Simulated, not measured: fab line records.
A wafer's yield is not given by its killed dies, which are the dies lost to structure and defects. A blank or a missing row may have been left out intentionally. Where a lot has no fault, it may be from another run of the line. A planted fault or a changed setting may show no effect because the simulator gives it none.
Which tool is to blame? :: flow gf180mcu :: 36 wafers from 12 lots sampled at 6 of the route's 602 steps

== WHAT EACH GAUGE READ, for each wafer ==
GF_DNWELL_TW_MEAS_09. Usual: DNWELL_TW 1366, standard deviation 14.
lot: L788
measured: day 3 02:20
on: film-metro-02
DNWELL_TW: 1366 1363 1370
flag: 

lot: L792
measured: day 4 01:11
on: film-metro-04
DNWELL_TW: 1395 1394 1396
flag: 

lot: L793
measured: day 4 04:05
on: film-metro-01
DNWELL_TW: 1347 1347 1345
flag: 

lot: L794
measured: day 4 16:56
on: film-metro-04
DNWELL_TW: 1385 1393 1386
flag: 

lot: L795
measured: day 4 17:10
on: film-metro-02
DNWELL_TW: 1361 1359 1361
flag: 

lot: L801
measured: day 5 21:08
on: film-metro-01
DNWELL_TW: 1358 1357 1348
flag: 

lot: L803
measured: day 6 07:19
on: film-metro-01
DNWELL_TW: 1353 1358 1354
flag: 

lot: L805
measured: day 6 19:30
on: film-metro-02
DNWELL_TW: 1352 1351 1356
flag: 

lot: L806
measured: day 7 01:26
on: film-metro-02
DNWELL_TW: 1350 1349 1346
flag: 

lot: L808
measured: day 7 10:26
on: film-metro-01
DNWELL_TW: 1370 1371 1376
flag: 

lot: L809
measured: day 7 17:16
on: film-metro-02
DNWELL_TW: 1362 1364 1362
flag: 

lot: L810
measured: day 7 21:12
on: film-metro-04
DNWELL_TW: 1378 1380 1377
flag: 

GF_HV_LDD_TW_MEAS_38. Usual: HV_LDD_3_TW 1452, standard deviation 21.
lot: L788
measured: day 11 21:16
on: film-metro-03
HV_LDD_3_TW: 1430 1422 1416
flag: 

lot: L792
measured: day 13 04:38
on: film-metro-04
HV_LDD_3_TW: 1481 1474 1460
flag: 

lot: L793
measured: day 13 09:55
on: film-metro-04
HV_LDD_3_TW: 1808 1813 1814 1811 1816 1811
flag: OFF

lot: L794
measured: day 13 18:05
on: film-metro-04
HV_LDD_3_TW: 1812 1807 1819 1801 1803 1806
flag: OFF

lot: L795
measured: day 13 19:33
on: film-metro-04
HV_LDD_3_TW: 1479 1476 1480
flag: 

lot: L801
measured: day 15 13:07
on: film-metro-02
HV_LDD_3_TW: 1440 1436 1426
flag: 

lot: L803
measured: day 16 06:05
on: film-metro-02
HV_LDD_3_TW: 1438 1435 1430
flag: 

lot: L805
measured: day 16 23:13
on: film-metro-04
HV_LDD_3_TW: 1480 1474 1469
flag: 

lot: L806
measured: day 17 10:42
on: film-metro-02
HV_LDD_3_TW: 1432 1435 1441
flag: 

lot: L808
measured: day 17 21:07
on: film-metro-03
HV_LDD_3_TW: 1418 1423 1420
flag: 

lot: L809
measured: day 18 05:43
on: film-metro-02
HV_LDD_3_TW: 1445 1441 1437
flag: 

lot: L810
measured: day 18 17:46
on: film-metro-02
HV_LDD_3_TW: 1443 1440 1437
flag: 

GF_HV_LDD_RS_MEAS_53: the measuring method here is four-point-probe. Usual: HV_LDD_RS 418.8 ohm/sq, standard deviation 1.1.
lot: L788
measured: day 12 16:22
on: film-metro-04
HV_LDD_RS (ohm/sq): 420.1 420.5 420.0
flag: 

lot: L792
measured: day 13 16:07
on: film-metro-03
HV_LDD_RS (ohm/sq): 417.7 416.3 417.7
flag: 

lot: L793
measured: day 13 22:17
on: film-metro-04
HV_LDD_RS (ohm/sq): 358.8 358.0 358.4 359.0 357.9 358.3
flag: OFF

lot: L794
measured: day 14 14:01
on: film-metro-03
HV_LDD_RS (ohm/sq): 358.0 357.4 357.9 358.1 358.8 357.4
flag: OFF

lot: L795
measured: day 14 15:41
on: film-metro-02
HV_LDD_RS (ohm/sq): 419.6 419.5 418.0
flag: 

lot: L801
measured: day 16 11:43
on: film-metro-02
HV_LDD_RS (ohm/sq): 420.2 420.4 420.1
flag: 

lot: L803
measured: day 17 05:10
on: film-metro-03
HV_LDD_RS (ohm/sq): 418.7 417.9 419.0
flag: 

lot: L805
measured: day 17 21:59
on: film-metro-03
HV_LDD_RS (ohm/sq): 417.4 418.6 418.6
flag: 

lot: L806
measured: day 18 10:38
on: film-metro-04
HV_LDD_RS (ohm/sq): 419.9 420.1 420.3
flag: 

lot: L808
measured: day 18 22:18
on: film-metro-02
HV_LDD_RS (ohm/sq): 419.6 420.9 420.5
flag: 

lot: L809
measured: day 19 06:02
on: film-metro-04
HV_LDD_RS (ohm/sq): 419.6 419.6 420.0
flag: 

lot: L810
measured: day 19 17:52
on: film-metro-03
HV_LDD_RS (ohm/sq): 415.0 416.5 418.4
flag: 

GF_CONTACT_THK_MEAS_01. Usual: CONTACT_CVD_00_THK 300 nm, standard deviation 3.4.
lot: L788
measured: day 14 19:05
on: film-metro-04
CONTACT_CVD_00_THK (nm): 298 297 294
flag: 

lot: L792
measured: day 16 14:32
on: film-metro-03
CONTACT_CVD_00_THK (nm): 299 299 301
flag: 

lot: L795
measured: day 17 18:14
on: film-metro-02
CONTACT_CVD_00_THK (nm): 299 301 292
flag: 

lot: L801
measured: day 19 16:46
on: film-metro-02
CONTACT_CVD_00_THK (nm): 293 299 294
flag: 

lot: L803
measured: day 20 07:28
on: film-metro-03
CONTACT_CVD_00_THK (nm): 300 302 295
flag: 

lot: L805
measured: day 21 00:49
on: film-metro-03
CONTACT_CVD_00_THK (nm): 301 301 301
flag: 

lot: L806
measured: day 21 12:18
on: film-metro-02
CONTACT_CVD_00_THK (nm): 301 301 302
flag: 

lot: L808
measured: day 22 01:09
on: film-metro-03
CONTACT_CVD_00_THK (nm): 308 302 301
flag: 

lot: L809
measured: day 22 07:08
on: film-metro-02
CONTACT_CVD_00_THK (nm): 295 294 295
flag: 

lot: L810
measured: day 22 21:04
on: film-metro-02
CONTACT_CVD_00_THK (nm): 302 302 301
flag: 

== TOOL THAT RAN EACH LOT (tool first, then ch and the chambers of the sampled wafers, then the start) ==
lot: L788
GF_DNWELL_STRIP_08: plasma-asher-04 ch 0,1, day 3 02:14
GF_HV_LDD_IMPLANT_36: implanter-04 ch 0, day 11 21:01

lot: L792
GF_DNWELL_STRIP_08: plasma-asher-01 ch 0,1, day 4 01:05
GF_HV_LDD_IMPLANT_36: implanter-04 ch 0, day 13 04:24

lot: L793
GF_DNWELL_STRIP_08: plasma-asher-02 ch 0,1, day 4 03:59
GF_HV_LDD_IMPLANT_36: implanter-01 ch 0, day 13 09:41

lot: L794
GF_DNWELL_STRIP_08: plasma-asher-04 ch 0,1, day 4 16:50
GF_HV_LDD_IMPLANT_36: implanter-01 ch 0, day 13 17:51

lot: L795
GF_DNWELL_STRIP_08: plasma-asher-01 ch 0,1, day 4 17:04
GF_HV_LDD_IMPLANT_36: implanter-04 ch 0, day 13 19:18

lot: L801
GF_DNWELL_STRIP_08: plasma-asher-01 ch 0,1, day 5 21:02
GF_HV_LDD_IMPLANT_36: implanter-04 ch 0, day 15 12:53

lot: L803
GF_DNWELL_STRIP_08: plasma-asher-02 ch 0,1, day 6 07:14
GF_HV_LDD_IMPLANT_36: implanter-04 ch 0, day 16 05:52

lot: L805
GF_DNWELL_STRIP_08: plasma-asher-04 ch 0,1, day 6 19:23
GF_HV_LDD_IMPLANT_36: implanter-01 ch 0, day 16 22:59

lot: L806
GF_DNWELL_STRIP_08: plasma-asher-01 ch 0,1, day 7 01:20
GF_HV_LDD_IMPLANT_36: implanter-03 ch 0, day 17 10:27

lot: L808
GF_DNWELL_STRIP_08: plasma-asher-04 ch 0,1, day 7 10:20
GF_HV_LDD_IMPLANT_36: implanter-01 ch 0, day 17 20:52

lot: L809
GF_DNWELL_STRIP_08: plasma-asher-01 ch 0,1, day 7 17:10
GF_HV_LDD_IMPLANT_36: implanter-04 ch 0, day 18 05:28

lot: L810
GF_DNWELL_STRIP_08: plasma-asher-01 ch 1, day 7 21:05
GF_HV_LDD_IMPLANT_36: implanter-03 ch 0, day 18 17:32
- GF_DNWELL_STRIP_08: strips in O2/N2.
- GF_HV_LDD_IMPLANT_36

== AS READ BY THE TOOLS THEMSELVES (means over the sampled wafers that have a number; for cases with no such wafer, the mark the record gives instead) ==
GF_DNWELL_STRIP_08. Usual: chamber-pressure-mTorr 1499.9 mTorr, standard deviation 1.4; drypump-motor-current-A 5.68 A, standard deviation 0.22; heater-power-w 334 W, standard deviation 33; oes-product-au 0.723 a.u., standard deviation 0.0052; strip-time-to-endpoint-s 36.93 s, standard deviation 0.11.
lot: L788
tool: plasma-asher-04
chamber-pressure-mTorr (mTorr): 1499.7
drypump-motor-current-A (A): 5.71
heater-power-w (W): 326
oes-product-au (a.u.): 0.725
strip-time-to-endpoint-s (s): 36.87
flag: 

lot: L792
tool: plasma-asher-01
chamber-pressure-mTorr (mTorr): 1499.5
drypump-motor-current-A (A): 5.58
heater-power-w (W): 328
oes-product-au (a.u.): 0.724
strip-time-to-endpoint-s (s): 37.11
flag: 

lot: L793
tool: plasma-asher-02
chamber-pressure-mTorr (mTorr): 1500.7
drypump-motor-current-A (A): 5.70
heater-power-w (W): 330
oes-product-au (a.u.): 0.726
strip-time-to-endpoint-s (s): 36.83
flag: 

lot: L794
tool: plasma-asher-04
chamber-pressure-mTorr (mTorr): 1498.8
drypump-motor-current-A (A): 5.69
heater-power-w (W): 326
oes-product-au (a.u.): 0.721
strip-time-to-endpoint-s (s): 37.00
flag: 

lot: L795
tool: plasma-asher-01
chamber-pressure-mTorr (mTorr): 1498.1
drypump-motor-current-A (A): 5.67
heater-power-w (W): 354
oes-product-au (a.u.): 0.720
strip-time-to-endpoint-s (s): 36.80
flag: 

lot: L801
tool: plasma-asher-01
chamber-pressure-mTorr (mTorr): 1500.4
drypump-motor-current-A (A): 5.59
heater-power-w (W): 327
oes-product-au (a.u.): 0.728
strip-time-to-endpoint-s (s): 37.09
flag: 

lot: L803
tool: plasma-asher-02
chamber-pressure-mTorr (mTorr): 1499.8
drypump-motor-current-A (A): 5.99
heater-power-w (W): 328
oes-product-au (a.u.): 0.729
strip-time-to-endpoint-s (s): 36.98
flag: 

lot: L805
tool: plasma-asher-04
chamber-pressure-mTorr (mTorr): 1499.5
drypump-motor-current-A (A): 5.71
heater-power-w (W): 332
oes-product-au (a.u.): 0.722
strip-time-to-endpoint-s (s): 36.82
flag: 

lot: L806
tool: plasma-asher-01
chamber-pressure-mTorr (mTorr): 1499.7
drypump-motor-current-A (A): 5.70
heater-power-w (W): 357
oes-product-au (a.u.): 0.723
strip-time-to-endpoint-s (s): 36.85
flag: 

lot: L808
tool: plasma-asher-04
chamber-pressure-mTorr (mTorr): 1500.3
drypump-motor-current-A (A): 5.69
heater-power-w (W): 326
oes-product-au (a.u.): 0.724
strip-time-to-endpoint-s (s): 36.94
flag: 

lot: L809
tool: plasma-asher-01
chamber-pressure-mTorr (mTorr): 1499.9
drypump-motor-current-A (A): 5.60
heater-power-w (W): 328
oes-product-au (a.u.): 0.722
strip-time-to-endpoint-s (s): 36.96
flag: 

lot: L810
tool: plasma-asher-01
chamber-pressure-mTorr (mTorr): 1499.6
drypump-motor-current-A (A): 5.48
heater-power-w (W): 301
oes-product-au (a.u.): 0.723
strip-time-to-endpoint-s (s): 36.95
flag: 

GF_HV_LDD_IMPLANT_36. Usual: dose-ions-cm2 7.5e+12, standard deviation 9.3e+09; faraday-current-uA 42.2, standard deviation 0.83.
lot: L788
tool: implanter-04
dose-ions-cm2: 7.5e+12
faraday-current-uA: 42.2
flag: 

lot: L792
tool: implanter-04
dose-ions-cm2: 7.5e+12
faraday-current-uA: 42.2
flag: 

lot: L793
tool: implanter-01
dose-ions-cm2: 3.5e+13
faraday-current-uA: 195.1
flag: OFF

lot: L794
tool: implanter-01
dose-ions-cm2: 3.5e+13
faraday-current-uA: 197.7
flag: OFF

lot: L795
tool: implanter-04
dose-ions-cm2: 7.5e+12
faraday-current-uA: 42.3
flag: 

lot: L801
tool: implanter-04
dose-ions-cm2: 7.5e+12
faraday-current-uA: 43.0
flag: 

lot: L803
tool: implanter-04
dose-ions-cm2: 7.5e+12
faraday-current-uA: 41.5
flag: 

lot: L805
tool: implanter-01
dose-ions-cm2: 7.5e+12
faraday-current-uA: 41.6
flag: 

lot: L806
tool: implanter-03
dose-ions-cm2: 7.5e+12
faraday-current-uA: 42.7
flag: 

lot: L808
tool: implanter-01
dose-ions-cm2: 7.5e+12
faraday-current-uA: 42.0
flag: 

lot: L809
tool: implanter-04
dose-ions-cm2: 7.5e+12
faraday-current-uA: 41.6
flag: 

lot: L810
tool: implanter-03
dose-ions-cm2: 7.5e+12
faraday-current-uA: 41.6
flag: 

== THE ANSWER, worked out from the rows above alone ==
Rule: a lot counts as off when the mean over its wafers that have a number is more than 3 standard deviations away from the usual mean. Also off: a lot with no number at a reading for which 4 or more lots have one. Any other lot the step has rows for is counted as sound. After the gauges, taken in route order, come the tools' own readings; for these a lot's mean is taken, as printed above. The first step at which some lot is off is used, and at that step the reading that is off furthest; a lot without a number counts as furthest.
Off: L793, L794, at GF_HV_LDD_TW_MEAS_38 (HV_LDD_3_TW).
A tool fits if, at a process step before that reading, it ran every lot that is off, and no sound lot after the first of them. The gauges at GF_HV_LDD_TW_MEAS_38 aren't tried: what is off there is off at GF_HV_LDD_IMPLANT_36 too, on other tools, and a gauge's error can't cause that. None of those tried fits.

== WHAT HAD BEEN PUT IN BY THE SIMULATOR ==
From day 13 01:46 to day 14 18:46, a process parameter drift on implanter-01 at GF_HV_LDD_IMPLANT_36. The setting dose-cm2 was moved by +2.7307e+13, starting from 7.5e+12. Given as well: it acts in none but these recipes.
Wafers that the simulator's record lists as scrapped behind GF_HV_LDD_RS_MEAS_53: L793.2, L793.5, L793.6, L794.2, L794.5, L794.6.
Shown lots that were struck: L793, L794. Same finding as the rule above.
